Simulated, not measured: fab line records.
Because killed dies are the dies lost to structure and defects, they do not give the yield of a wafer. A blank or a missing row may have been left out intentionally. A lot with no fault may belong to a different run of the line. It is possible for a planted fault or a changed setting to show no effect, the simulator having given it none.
Matching of chambers    flow gf180mcu    GF_V5_CMP_04 on cmp-02 has 4 sister chambers
The step polishes SiO2. 8 wafers are shown with their chamber, then 9 later ones without.

EACH WAFER AND ITS CHAMBER
wafer   chamber  motor_current_A (A)
L322.3  0        13.8
L323.4  0        13.6
L324.2  1        10.9
L324.3  2        14.1
L324.5  3        14.3
L326.1  2        12.9
L326.3  3        15.0
L326.5  1        12.2

WAFERS WITH NO CHAMBER GIVEN
wafer   motor_current_A (A)
L328.2  11.4
L328.3  13.8
L328.5  12.9
L329.1  11.7
L329.3  13.2
L329.5  11.2
L332.2  10.8
L332.3  14.0
L332.6  14.1

WHICH CHAMBER EACH ONE RAN IN
wafer   from the rows above                in truth
L328.2  1                                  1
L328.3  can't be placed: 0 or 2 or 3       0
L328.5  can't be placed: 2 or 0 or 1 or 3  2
L329.1  1                                  1
L329.3  can't be placed: 2 or 0 or 3 or 1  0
L329.5  1                                  1
L332.2  1                                  1
L332.3  can't be placed: 0 or 2 or 3       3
L332.6  can't be placed: 0 or 3 or 2       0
Correct placement for 4 of the 9. From these rows, 5 cannot be placed; in 5 the true chamber is one of the candidates. Number placed wrongly: 0.
How it was worked out, from the rows above alone: a wafer's distance from a chamber is the root of the sum, over the readings, of the square of ((its reading less the chamber's mean) divided by the reading's scatter). If the next closest chamber is less than 2 further off than the closest, the wafer can't be placed; otherwise it belongs to the closest. The mean given for a chamber averages the wafers shown for that chamber. The scatter is the square root of a quotient: the sum, over the shown wafers, of each reading's squared deviation from its chamber's mean, divided by wafers minus chambers.
